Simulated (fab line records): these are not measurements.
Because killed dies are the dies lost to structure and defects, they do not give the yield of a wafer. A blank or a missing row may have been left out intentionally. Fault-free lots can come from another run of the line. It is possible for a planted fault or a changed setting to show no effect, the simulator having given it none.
A struck lot beside a sound one    flow sky130    14 out of 708 route steps
Sound: the wafers L339.1, L339.3, L339.4. Wafers struck: L334.2, L334.3, L334.4. The cause is named last.
At each step with rows: each side's tool, then ch and its chambers, then its first start. Under that, the readings that differ: sound wafers    struck wafers    difference of the means    sigmas: that difference in standard deviations of wafers without a fault.
alike: readings with means less than 2 such deviations apart, plus words and numbers identical on both sides. not compared: withheld readings, readings lacking a value on some wafer, bounds such as >300 that could conceal the same value, and numbers that have no deviation in the record and whose values overlap.
A row with sigmas, a row that says differs or no value, or rows on one side alone: a step with any of these is where the two part. Numbers that don't overlap but have no deviation are shown without sigmas and don't part them. Lack of a reading on every wafer of one side parts them only where that side has two or more wafers.

first, 2 steps without rows for these wafers: SKY_VT_ADJUST_PCH_PEB_05; SKY_VT_ADJUST_PCH_DEVELOP_06 (develop time 60 s).
SKY_VT_ADJUST_PCH_OVL_MEAS_07:
  struck on overlay-01, day 15 12:06; sound on overlay-01, day 17 06:29
reading                 sound           struck        difference  sigmas
VT_ADJUST_PCH_OVL (nm)  -2.3 -2.2 -2.6  -0.5 1.3 1.3  +3.1        +2
next, for these wafers, 1 step has no rows: SKY_VT_ADJUST_PCH_IMPLANT_08.
SKY_VT_ADJUST_PCH_STRIP_09: strips in O2/N2.
  sound on plasma asher-03 ch 0,1, day 17 06:40; struck on plasma asher-03 ch 0,1, day 15 12:17
  alike: drypump motor current A, o2 flow sccm, oes product au, strip time to endpoint s
  not compared: rf hours counter h
SKY_VT_ADJUST_PCH_TW_MEAS_10:
  struck on film metro-01, day 15 12:23; sound on film metro-03, day 17 06:46
reading           sound              struck             difference  sigmas
VT_ADJUST_PCH_TW  142.3 142.3 141.8  144.5 144.7 144.9  +2.6        +3
then, 6 steps without rows for these wafers: SKY_SONOS_TUNNEL_DEHYDRATE_00 (time 60 s); SKY_SONOS_TUNNEL_HMDS_01 (prime time 60 s); SKY_SONOS_TUNNEL_COAT_02 (resist thk 1140 nm); SKY_SONOS_TUNNEL_SOFTBAKE_03 (time 60 s); SKY_SONOS_TUNNEL_EXPOSE_04 (exposes mask TUNM, target cd 410 nm); SKY_SONOS_TUNNEL_PEB_05.
SKY_SONOS_TUNNEL_DEVELOP_06: develop time 60 s.
  struck on litho track-03, day 16 15:47; sound on litho track-03 ch 0, day 18 11:16
  no value came back on the struck wafers for chill plate temp C (C), develop time s (s); on the sound wafers chill plate temp C (C) reads 23.08 23.03 23.22
SKY_SONOS_TUNNEL_CD_MEAS_07: the cd target is 410 nm.
  struck on cd sem-01, day 16 15:56; sound on cd sem-02, day 18 11:25
reading     sound              struck  difference                     sigmas
cd nm (nm)  415.1 416.4 414.2  - - -   no value on the struck wafers  

## WHERE THEY PART
Last at SKY_SONOS_TUNNEL_CD_MEAS_07 as far as this record goes, first at SKY_VT_ADJUST_PCH_OVL_MEAS_07.

WHY: whatever the simulator had introduced
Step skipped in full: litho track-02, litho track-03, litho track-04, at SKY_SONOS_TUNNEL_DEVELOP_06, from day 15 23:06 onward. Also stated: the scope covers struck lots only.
